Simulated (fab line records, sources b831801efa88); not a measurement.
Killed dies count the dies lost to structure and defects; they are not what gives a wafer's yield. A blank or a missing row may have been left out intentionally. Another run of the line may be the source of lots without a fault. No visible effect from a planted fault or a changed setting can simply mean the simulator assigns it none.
fab line records ; flow sky130 ; part 2 of 2: steps 27 to 38 of 38
record lots=5; wafers=15; last-day=49
route steps=708 shown LDD_LDN@293 SPACER@304 POLY_CUT@307 SD_P@320
lots with no fault: from the same line, run without faults
start-h: hours from the record's opening day to when the first of the lot's shown wafers began ; wait-h: hours from the lot's prior step to this one ; " repeats the value in the row above ; L1.1+2: one row covering several wafers at once ; - no value, or no start was given ; * or withheld: withheld ; < > ~ a bound
route shown NAME@n: a module of which the file shows steps, and the number in the route of the first ; usual: mean and standard deviation over wafers with no fault ; same: alike in all rows ; chamber/n: place in a boat ; sites: each site's reading ; _std_site: the values' standard deviation ; _edge_site: mean of outer sites minus mean of inner sites ; radius-mm: how far each site lies from the wafer's centre ; mask NAME#n: copy n ; behind: tool/chamber where the wafer was last shaped ; hold: the reason the lot was held/the length of the hold in hours/how it ended ; device: the n, p or np transistor that did not switch ; end of line: the tests these same wafers got at the end of their route ; a step without rows: its recipe alone ; killed: at the first sort, the dies lost to defects and structure; wafer yield is something else ; map: dies across one wafer; x = killed, . = not, _ = none there
set.NAME: setting as actually run; set.NAME@STEP: the setting as run at that earlier step ; model.NAME: the simulator's own value behind a step, which no gauge read
certain route steps with their lots: each step a table, each wafer a row
services: when a tool's chamber went out of use (start-h, in hours from the record's first day, below 0 if earlier), for how many hours, and the reason
## steps
# step SKY_POLY_CUT_STRIP_12
# recipe chemistry=O2/N2; power-w=1400; pressure-mtorr=1500; platen-temp-c=withheld; o2-flow-sccm=3000; n2-flow-sccm=300; overash-fraction=0.5
# usual drypump-motor-current-A=5.79/0.24; n2-flow-sccm=300.1/0.86; oes-product-au=0.453/0.0047; strip-time-to-endpoint-s=5.363/0.017
lot.wafer;tool;chamber;start-h;wait-h;drypump-motor-current-A;n2-flow-sccm;oes-product-au;rf-hours-counter-h;strip-time-to-endpoint-s
L077.2;plasma-asher-01;0;584.14;0.0;5.60;299.8;0.448;15;5.365
L077.3;plasma-asher-01;1;584.14;0.0;5.84;300.3;0.456;-;5.375
L077.6;plasma-asher-01;1;584.14;0.0;5.86;300.5;0.449;-;5.354
L080.1;plasma-asher-01;1;621.39;0.0;5.83;299.2;0.457;18;5.369
L080.4;plasma-asher-01;0;621.39;0.0;5.60;300.9;0.457;-;5.371
L080.5;plasma-asher-01;1;621.39;0.0;5.85;299.3;0.454;-;5.355
L086.1;plasma-asher-04;1;678.30;0.0;5.79;299.0;0.455;89;5.374
L086.2;plasma-asher-04;0;678.30;0.0;6.23;300.0;0.460;89;5.364
L086.5;plasma-asher-04;1;678.30;0.0;5.80;299.2;0.446;-;5.382
L092.1;plasma-asher-02;0;711.05;0.0;5.65;301.2;0.443;50;5.349
L092.3;plasma-asher-02;0;711.05;0.0;5.64;299.1;0.445;-;5.360
L092.4;plasma-asher-02;1;711.05;0.0;5.49;301.3;0.449;-;5.374
L093.3;plasma-asher-04;0;716.48;0.1;6.23;300.5;0.450;-;5.382
L093.5;plasma-asher-04;0;716.48;0.1;6.22;298.3;0.446;-;5.386
L093.6;plasma-asher-04;1;716.48;0.1;5.80;300.8;0.462;-;5.390
# step SKY_SD_P_DEHYDRATE_00
# recipe temp-c=200; time-s=60
lot.wafer;tool;chamber;start-h;wait-h
L077.2+3+6;litho-track-01;0;597.41;13.2
L080.1+4+5;litho-track-03;0;635.35;13.9
L086.1+2+5;litho-track-01;0;691.63;13.3
L092.1+3+4;litho-track-04;0;724.52;13.4
L093.3+5+6;litho-track-03;0;731.40;14.9
# step SKY_SD_P_HMDS_01
# recipe prime-time-s=60; prime-temp-c=120
lot.wafer;tool;chamber;start-h;wait-h
L077.2+3+6;litho-track-01;0;597.56;0.1
L080.1+4+5;litho-track-03;0;635.50;0.1
L086.1+2+5;litho-track-01;0;691.78;0.1
L092.1+3+4;litho-track-04;0;724.67;0.1
L093.3+5+6;litho-track-03;0;731.55;0.1
# step SKY_SD_P_COAT_02
# recipe resist=NOVOLAK; spin-rpm=3000; resist-thk-nm=1140
lot.wafer;tool;chamber;start-h;wait-h
L077.2+3+6;litho-track-01;0;597.71;0.1
L080.1+4+5;litho-track-03;0;635.65;0.1
L086.1+2+5;litho-track-01;0;691.93;0.1
L092.1+3+4;litho-track-04;0;724.82;0.1
L093.3+5+6;litho-track-03;0;731.70;0.1
# step SKY_SD_P_SOFTBAKE_03
# recipe temp-c=90; time-s=60; resist=NOVOLAK
lot.wafer;tool;chamber;start-h;wait-h
L077.2+3+6;litho-track-01;0;597.86;0.1
L080.1+4+5;litho-track-03;0;635.80;0.1
L086.1+2+5;litho-track-01;0;692.08;0.1
L092.1+3+4;litho-track-04;0;724.97;0.1
L093.3+5+6;litho-track-03;0;731.85;0.1
# step SKY_SD_P_EXPOSE_04
# recipe mask-id=PSDM; na=0.6; source-shape=conventional; sigma-outer=0.6; polarization=unpolarized; target-cd-nm=380; dose-mj=138
lot.wafer;tool;chamber;start-h;wait-h;mask
L077.2+3+6;iline-stepper-01;0;-;-;PSDM#0
L080.1+4+5;iline-stepper-02;0;-;-;PSDM#0
L086.1+2+5;iline-stepper-01;0;-;-;PSDM#0
L092.1+3+4;iline-stepper-02;0;-;-;PSDM#0
L093.3+5+6;iline-stepper-02;0;-;-;PSDM#0
# step SKY_SD_P_PEB_05
# recipe temp-c=withheld; time-s=*; resist=NOVOLAK
lot.wafer;tool;chamber;start-h;wait-h
L077.2+3+6;litho-track-01;0;-;-
L080.1+4+5;litho-track-03;0;-;-
L086.1+2+5;litho-track-03;0;-;-
L092.1+3+4;litho-track-03;0;-;-
L093.3+5+6;litho-track-03;0;-;-
# step SKY_SD_P_DEVELOP_06
# recipe resist=NOVOLAK; developer=TMAH; develop-time-s=60; dev-temp-c=23
lot.wafer;tool;chamber;start-h;wait-h
L077.2+3+6;litho-track-01;0;612.76;0.1
L080.1+4+5;litho-track-03;0;650.05;0.1
L086.1+2+5;litho-track-03;0;706.15;0.1
L092.1+3+4;litho-track-03;0;738.20;0.1
L093.3+5+6;litho-track-03;0;743.65;0.1
# step SKY_SD_P_CD_MEAS_07
# recipe target-cd-nm=380
# usual cd-nm=381/3.3
lot.wafer;tool;chamber;start-h;wait-h;cd-nm
L077.2;cd-sem-01;-;612.90;0.1;379
L077.3;cd-sem-01;-;612.90;0.1;382
L077.6;cd-sem-01;-;612.90;0.1;382
L080.1;cd-sem-01;-;650.20;0.1;382
L080.4;cd-sem-01;-;650.20;0.1;383
L080.5;cd-sem-01;-;650.20;0.1;381
L086.1;cd-sem-01;-;706.30;0.1;379
L086.2;cd-sem-01;-;706.30;0.1;379
L086.5;cd-sem-01;-;706.30;0.1;379
L092.1;cd-sem-01;-;738.35;0.1;382
L092.3;cd-sem-01;-;738.35;0.1;381
L092.4;cd-sem-01;-;738.35;0.1;383
L093.3;cd-sem-01;-;743.79;0.1;389
L093.5;cd-sem-01;-;743.79;0.1;388
L093.6;cd-sem-01;-;743.79;0.1;388
# step SKY_SD_P_OVL_MEAS_08
# usual SD_P_OVL=-1.0/1.6
lot.wafer;tool;chamber;start-h;wait-h;SD_P_OVL[nm]
L077.2;overlay-01;-;613.01;0.1;-3.5
L077.3;overlay-01;-;613.01;0.1;-2.8
L077.6;overlay-01;-;613.01;0.1;-0.6
L080.1;overlay-02;-;650.32;0.1;-0.9
L080.4;overlay-02;-;650.32;0.1;-0.6
L080.5;overlay-02;-;650.32;0.1;-2.2
L086.1;overlay-01;-;706.42;0.1;-2.8
L086.2;overlay-01;-;706.42;0.1;-3.1
L086.5;overlay-01;-;706.42;0.1;-1.3
L092.1;overlay-01;-;738.47;0.1;1.0
L092.3;overlay-01;-;738.47;0.1;2.2
L092.4;overlay-01;-;738.47;0.1;1.3
L093.3;overlay-01;-;743.88;0.1;0.0
L093.5;overlay-01;-;743.88;0.1;0.3
L093.6;overlay-01;-;743.88;0.1;0.6
# step SKY_SD_P_IMPLANT_09
# recipe species=BF2; energy-kev=20; dose-cm2=3e+15; tilt-deg=0
# usual beam-on-s=12.2/1.6; dose-ions-cm2=3e+15/3.1e+12
lot.wafer;tool;chamber;start-h;wait-h;beam-on-s;dose-ions-cm2
L077.2;implanter-03;0;613.06;0.0;13.8;2.999e+15
L077.3;implanter-03;0;613.06;0.0;13.3;3.002e+15
L077.6;implanter-03;0;613.06;0.0;12.8;3.004e+15
L080.1;implanter-03;0;650.35;0.0;13.3;2.998e+15
L080.4;implanter-03;0;650.35;0.0;13.6;2.999e+15
L080.5;implanter-03;0;650.35;0.0;13.2;3.001e+15
L086.1;implanter-04;0;706.46;0.0;11.4;3.002e+15
L086.2;implanter-04;0;706.46;0.0;10.8;2.998e+15
L086.5;implanter-04;0;706.46;0.0;11.0;2.996e+15
L092.1;implanter-04;0;738.51;0.0;11.2;2.999e+15
L092.3;implanter-04;0;738.51;0.0;10.9;2.998e+15
L092.4;implanter-04;0;738.51;0.0;10.6;3.004e+15
L093.3;implanter-04;0;743.96;0.1;11.0;2.999e+15
L093.5;implanter-04;0;743.96;0.1;11.4;2.999e+15
L093.6;implanter-04;0;743.96;0.1;10.8;3.001e+15
# step SKY_SD_P_STRIP_10
# recipe chemistry=O2/N2; power-w=1400; pressure-mtorr=1500; platen-temp-c=withheld; o2-flow-sccm=3000; n2-flow-sccm=300; overash-fraction=0.5
# usual drypump-motor-current-A=5.7/0.34; n2-flow-sccm=300.0/0.89; oes-product-au=0.617/0.0049; strip-time-to-endpoint-s=17.49/0.035
lot.wafer;tool;chamber;start-h;wait-h;drypump-motor-current-A;n2-flow-sccm;oes-product-au;rf-hours-counter-h;strip-time-to-endpoint-s
L077.2;plasma-asher-02;1;613.19;0.1;5.5;300.7;0.622;48;17.46
L077.3;plasma-asher-02;1;613.19;0.1;5.5;300.6;0.619;-;17.49
L077.6;plasma-asher-02;1;613.19;0.1;5.5;301.4;0.614;-;17.45
L080.1;plasma-asher-04;1;650.50;0.1;5.8;301.9;0.617;85;17.47
L080.4;plasma-asher-04;0;650.50;0.1;6.2;298.7;0.618;-;17.43
L080.5;plasma-asher-04;0;650.50;0.1;6.2;299.1;0.618;-;17.49
L086.1;plasma-asher-03;1;706.61;0.1;5.7;299.9;0.609;101;17.51
L086.2;plasma-asher-03;0;706.61;0.1;5.2;300.1;0.611;101;17.47
L086.5;plasma-asher-03;1;706.61;0.1;5.7;299.2;0.624;-;17.54
L092.1;plasma-asher-02;0;738.66;0.1;5.6;298.6;0.610;53;17.51
L092.3;plasma-asher-02;1;738.66;0.1;5.5;299.6;0.620;-;17.53
L092.4;plasma-asher-02;0;738.66;0.1;5.6;299.9;0.617;-;17.48
L093.3;plasma-asher-04;1;744.09;0.1;5.8;299.4;0.621;-;17.43
L093.5;plasma-asher-04;0;744.09;0.1;6.2;299.8;0.627;-;17.47
L093.6;plasma-asher-04;1;744.09;0.1;5.8;299.8;0.615;-;17.52
## services
tool;chamber;start-h;hours;kind
krf-scanner-01;-;514.01;1.0;pm
rie-diel-03;-;517.12;12.7;repair
implanter-02;-;518.96;2.6;repair
rie-diel-03;3;533.66;8.5;repair
implanter-01;-;539.00;2.3;repair
rie-diel-02;-;542.34;0.6;repair
rie-diel-04;2;563.71;7.0;repair
rie-diel-04;0;564.88;4.6;repair
iline-stepper-02;-;589.09;1.7;pm
rie-diel-04;1;592.21;14.7;repair
implanter-01;-;595.92;1.8;repair
iline-stepper-01;-;615.91;3.8;repair
rie-diel-04;1;630.25;1.7;repair
rie-diel-04;3;633.21;5.3;repair
iline-stepper-01;-;642.91;2.1;pm
implanter-01;-;650.77;5.3;pm
iline-stepper-02;-;661.76;4.4;pm
rie-diel-04;2;668.20;8.2;repair
implanter-02;-;676.33;1.1;repair
implanter-01;-;701.02;5.7;repair
iline-stepper-01;-;710.40;1.7;pm
rie-diel-04;3;720.29;5.0;repair
iline-stepper-02;-;733.09;12.2;repair
rie-diel-04;0;738.01;4.0;repair
